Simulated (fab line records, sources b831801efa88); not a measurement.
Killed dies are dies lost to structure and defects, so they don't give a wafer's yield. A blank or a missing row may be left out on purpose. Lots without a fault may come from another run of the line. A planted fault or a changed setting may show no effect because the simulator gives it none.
One fault seen from 2 desks | flow sky130 | each desk has only its own numbers; what lay behind them comes last

THE METROLOGY DESK
What the gauges read, lot by lot, whatever tool the lot ran on: means of the sampled wafers that have a number. A lot is out of limits, marked OUT, if its mean lies more than 4 standard deviations from the usual mean; the brackets give that distance.
Columns: A = VIA4_W_RS at SKY_VIA4_RS_MEAS_19, usual 0.2189 ohm/sq
lot  | first seen here | A
L932 | day 42 21:03    | 0.2213
L933 | day 43 01:53    | 0.2179
L935 | day 44 10:55    | 0.2180
L941 | day 46 01:43    | 0.2173
L944 | day 46 09:43    | 0.2194
L945 | day 46 23:52    | 0.2207
L947 | day 47 07:44    | 0.2184
L948 | day 47 09:20    | 0.2226
L949 | day 47 12:39    | 0.2198
L950 | day 47 14:57    | 0.2168
L951 | day 47 22:10    | 0.2193
L952 | day 48 04:47    | 0.2195
This desk's finding: nothing out of limits on any of the 12 lots.

THE TOOL OWNER'S DESK: pvd_sputter-03
The tool's own readings at SKY_METAL2_SPUTTER_02 (material AlCu, target thk 250 nm, time 13.3 s): means of the sampled wafers that have a number, for each lot that ran on this tool. A lot is out of limits, marked OUT, if its mean lies more than 4 standard deviations from the usual mean; the brackets give that distance.
Columns: A = cathode_dc_power_W at SKY_METAL2_SPUTTER_02, usual 10600 W; B = throttle_valve_pct at SKY_METAL2_SPUTTER_02, usual 30.4 %
lot  | first seen here | A     | B
L933 | day 34 08:50    | 10599 | 31.0
L935 | day 35 20:45    | 10600 | 31.1
L944 | day 38 05:40    | 10601 | 30.8
L945 | day 39 01:32    | 10600 | 30.2
L947 | day 39 07:53    | 10599 | 30.5
L948 | day 39 12:31    | 10599 | 30.8
L950 | day 39 16:23    | 10599 | 31.0
L952 | day 40 11:54    | 10600 | 30.9
This desk's finding: nothing out of limits on any of the 8 lots.

PUT TOGETHER
The metrology desk saw nothing out of limits.
The tool owner's desk saw nothing out of limits.

WHAT THE SIMULATOR HAD PUT IN
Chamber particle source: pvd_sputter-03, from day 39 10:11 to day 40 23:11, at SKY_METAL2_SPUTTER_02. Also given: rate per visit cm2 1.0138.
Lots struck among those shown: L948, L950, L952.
